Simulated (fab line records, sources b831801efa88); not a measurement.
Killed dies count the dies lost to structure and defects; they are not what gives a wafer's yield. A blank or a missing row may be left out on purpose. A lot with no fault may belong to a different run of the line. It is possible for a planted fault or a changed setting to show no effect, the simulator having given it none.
Which tool is to blame? | flow gf180mcu | 13 lots, 39 wafers sampled, at 5 steps of a route of 602

## WHAT THE GAUGES READ, wafer by wafer
GF_V1_THK_MEAS_01.
lot  | measured     | on            | V1_CVD_00_THK (nm)
L734 | day 16 21:08 | film-metro-02 | 603 597 607
L736 | day 17 19:16 | film-metro-02 | 596 608 602
L737 | day 18 15:11 | film-metro-01 | 599 599 602
L738 | day 18 19:53 | film-metro-02 | 604 607 613
L739 | day 19 19:26 | film-metro-03 | 606 605 605
L742 | day 20 04:59 | film-metro-03 | 604 603 599
L743 | day 20 11:15 | film-metro-03 | 603 597 605
L744 | day 20 15:36 | film-metro-03 | 606 605 603
L746 | day 21 15:49 | film-metro-01 | 599 599 600
L747 | day 21 21:55 | film-metro-03 | 600 596 598
L748 | day 22 05:25 | film-metro-02 | 611 602 616
L749 | day 22 14:57 | film-metro-02 | 304 300 300 304 300 300
L752 | day 23 11:33 | film-metro-03 | 320 307 307 320 307 307

## WHICH TOOL RAN EACH LOT (tool, then ch and the chambers of the sampled wafers, then the start)
lot  | GF_CONTACT_ETCH_16                 | GF_CONTACT_SPUTTER_22        | GF_CONTACT_SPUTTER_23        | GF_V1_CVD_00
L734 | rie-diel-04 ch 1,2, day 15 21:05   | pvd-sputter-04, day 15 21:34 | pvd-sputter-04, day 15 21:37 | hdpcvd-02 ch 1,2, day 16 21:04
L736 | rie-diel-01 ch 2,3, day 16 18:11   | pvd-sputter-04, day 16 18:40 | pvd-sputter-04, day 16 18:43 | hdpcvd-01 ch 0,1,2, day 17 19:11
L737 | rie-diel-01 ch 1,2,3, day 17 06:44 | pvd-sputter-02, day 17 07:11 | pvd-sputter-02, day 17 07:15 | hdpcvd-02 ch 0,1,2, day 18 15:07
L738 | rie-diel-03 ch 0,1,2, day 17 18:13 | pvd-sputter-02, day 17 18:42 | pvd-sputter-02, day 17 18:46 | hdpcvd-01 ch 0,1,2, day 18 19:48
L739 | rie-diel-01 ch 1,2, day 18 17:19   | pvd-sputter-02, day 18 17:47 | pvd-sputter-02, day 18 17:50 | hdpcvd-01 ch 0,1,2, day 19 19:22
L742 | rie-diel-03 ch 1,2,3, day 19 03:16 | pvd-sputter-03, day 19 03:44 | pvd-sputter-03, day 19 03:48 | hdpcvd-02 ch 0,2, day 20 04:55
L743 | rie-diel-03 ch 0,2,3, day 19 08:59 | pvd-sputter-03, day 19 09:28 | pvd-sputter-03, day 19 09:31 | hdpcvd-02 ch 0,2, day 20 11:10
L744 | rie-diel-01 ch 1,2, day 19 13:37   | pvd-sputter-04, day 19 14:05 | pvd-sputter-04, day 19 14:09 | hdpcvd-02 ch 0,2, day 20 15:31
L746 | rie-diel-04 ch 2,3, day 20 13:37   | pvd-sputter-02, day 20 14:05 | pvd-sputter-02, day 20 14:08 | hdpcvd-01 ch 0,1,2, day 21 15:43
L747 | rie-diel-01 ch 1,2,3, day 20 20:13 | pvd-sputter-03, day 20 20:42 | pvd-sputter-03, day 20 20:46 | hdpcvd-01 ch 0,1, day 21 21:51
L748 | rie-diel-04 ch 0,1,2, day 21 03:43 | pvd-sputter-03, day 21 04:11 | pvd-sputter-03, day 21 04:15 | hdpcvd-02 ch 0,1, day 22 05:20
L749 | rie-diel-01 ch 0,2,3, day 21 13:49 | pvd-sputter-03, day 21 14:17 | pvd-sputter-03, day 21 14:20 | hdpcvd-01 ch 0,1, day 22 14:53
L752 | rie-diel-03 ch 1,3, day 22 10:52   | pvd-sputter-03, day 22 11:22 | pvd-sputter-03, day 22 11:25 | hdpcvd-01 ch 0,2, day 23 11:28
- GF_CONTACT_ETCH_16: etches BARC in N2/H2.
- GF_CONTACT_SPUTTER_22: material Ti, target thk 15 nm, time 80.02 s.
- GF_CONTACT_SPUTTER_23: material TiN, target thk 10 nm, time 40 s.
- GF_V1_CVD_00: deposits SiO2, target thk 600 nm, time 100 s.

## WHAT THE TOOLS THEMSELVES READ (means of the sampled wafers that have a number; where no wafer has one, the mark that the record gives instead)
GF_CONTACT_ETCH_16.
lot  | tool        | drypump-motor-current-A (A) | h2-flow-sccm (sccm) | oes-product-au (a.u.) | rf-fwd-power-W (W) | throttle-valve-pct (%)
L734 | rie-diel-04 | 6.2                         | 199.4               | 0.851                 | 498.2              | 13.219
L736 | rie-diel-01 | 5.7                         | 199.5               | 0.860                 | 493.4              | 13.228
L737 | rie-diel-01 | 5.8                         | 199.8               | 0.859                 | 492.5              | 13.216
L738 | rie-diel-03 | 5.2                         | 199.9               | 0.855                 | 495.9              | 13.226
L739 | rie-diel-01 | 5.7                         | 199.5               | 0.856                 | 492.0              | 13.227
L742 | rie-diel-03 | 5.2                         | 200.0               | 0.856                 | 496.0              | 13.224
L743 | rie-diel-03 | 4.9                         | 199.6               | 0.856                 | 494.2              | 13.233
L744 | rie-diel-01 | 5.8                         | 200.5               | 0.853                 | 491.9              | 13.231
L746 | rie-diel-04 | 6.4                         | 199.6               | 0.851                 | 495.1              | 13.226
L747 | rie-diel-01 | 5.7                         | 200.0               | 0.853                 | 491.1              | 13.235
L748 | rie-diel-04 | 5.6                         | 200.0               | 0.855                 | 496.2              | 13.224
L749 | rie-diel-01 | 5.8                         | 199.9               | 0.856                 | 493.9              | 13.230
L752 | rie-diel-03 | 5.0                         | 200.5               | 0.849                 | 493.9              | 13.229

GF_CONTACT_SPUTTER_22.
lot  | tool           | throttle-valve-pct (%)
L734 | pvd-sputter-04 | 30.3
L736 | pvd-sputter-04 | 31.0
L737 | pvd-sputter-02 | 29.7
L738 | pvd-sputter-02 | 29.9
L739 | pvd-sputter-02 | 28.9
L742 | pvd-sputter-03 | 29.3
L743 | pvd-sputter-03 | 29.3
L744 | pvd-sputter-04 | 30.6
L746 | pvd-sputter-02 | 30.7
L747 | pvd-sputter-03 | 29.0
L748 | pvd-sputter-03 | 29.6
L749 | pvd-sputter-03 | 29.4
L752 | pvd-sputter-03 | 29.2

GF_CONTACT_SPUTTER_23.
lot  | tool           | throttle-valve-pct (%)
L734 | pvd-sputter-04 | 30.3
L736 | pvd-sputter-04 | 31.1
L737 | pvd-sputter-02 | 29.9
L738 | pvd-sputter-02 | 29.9
L739 | pvd-sputter-02 | 29.0
L742 | pvd-sputter-03 | 29.3
L743 | pvd-sputter-03 | 29.2
L744 | pvd-sputter-04 | 30.6
L746 | pvd-sputter-02 | 30.7
L747 | pvd-sputter-03 | 29.1
L748 | pvd-sputter-03 | 29.6
L749 | pvd-sputter-03 | 29.3
L752 | pvd-sputter-03 | 29.1

GF_V1_CVD_00.
lot  | tool      | sih4-flow-sccm (sccm)
L734 | hdpcvd-02 | 59.84
L736 | hdpcvd-01 | 60.17
L737 | hdpcvd-02 | 60.13
L738 | hdpcvd-01 | 60.12
L739 | hdpcvd-01 | 60.12
L742 | hdpcvd-02 | 60.02
L743 | hdpcvd-02 | 59.98
L744 | hdpcvd-02 | 59.85
L746 | hdpcvd-01 | 59.98
L747 | hdpcvd-01 | 59.85
L748 | hdpcvd-02 | 59.98
L749 | hdpcvd-01 | 29.84
L752 | hdpcvd-01 | 30.03

## THE ANSWER, worked out from the rows above alone
Rule: what is usual is taken from the lots themselves. Put in order of their means at a reading, lots are off if they are a third of the lots or fewer, leave a main group of 4 or more, and stand apart from it by a gap of 3 or more times the standard deviation of the main group's means; of several such gaps the widest counts. A main group whose means are all the same, to the digits that the tables above print for the reading, isn't used. Also off: a lot with no number at a reading for which 4 or more lots have one. All remaining lots with rows at the step are treated as sound. The gauges are gone through in route order, then the tools' own readings, and for those a lot's mean is taken as printed above. At the first step where some lot is off, the reading lying furthest off is the one used; lots without a number count as furthest.
Off: L749, L752, at GF_V1_THK_MEAS_01 (V1_CVD_00_THK). For the main group the mean is 603 nm and the standard deviation 3.4.
If a tool, at a process step before that reading, ran all the lots that are off and no sound lot after the first of them, it fits. Not tried: the gauges at GF_V1_THK_MEAS_01; whatever is off there is also off at GF_V1_CVD_00, on other tools, and gauge error can't account for it. Can't be told from this: 2 tools fit, pvd-sputter-03 at GF_CONTACT_SPUTTER_22 and GF_CONTACT_SPUTTER_23, hdpcvd-01 at GF_V1_CVD_00.

## WHAT WAS PUT IN BY THE SIMULATOR
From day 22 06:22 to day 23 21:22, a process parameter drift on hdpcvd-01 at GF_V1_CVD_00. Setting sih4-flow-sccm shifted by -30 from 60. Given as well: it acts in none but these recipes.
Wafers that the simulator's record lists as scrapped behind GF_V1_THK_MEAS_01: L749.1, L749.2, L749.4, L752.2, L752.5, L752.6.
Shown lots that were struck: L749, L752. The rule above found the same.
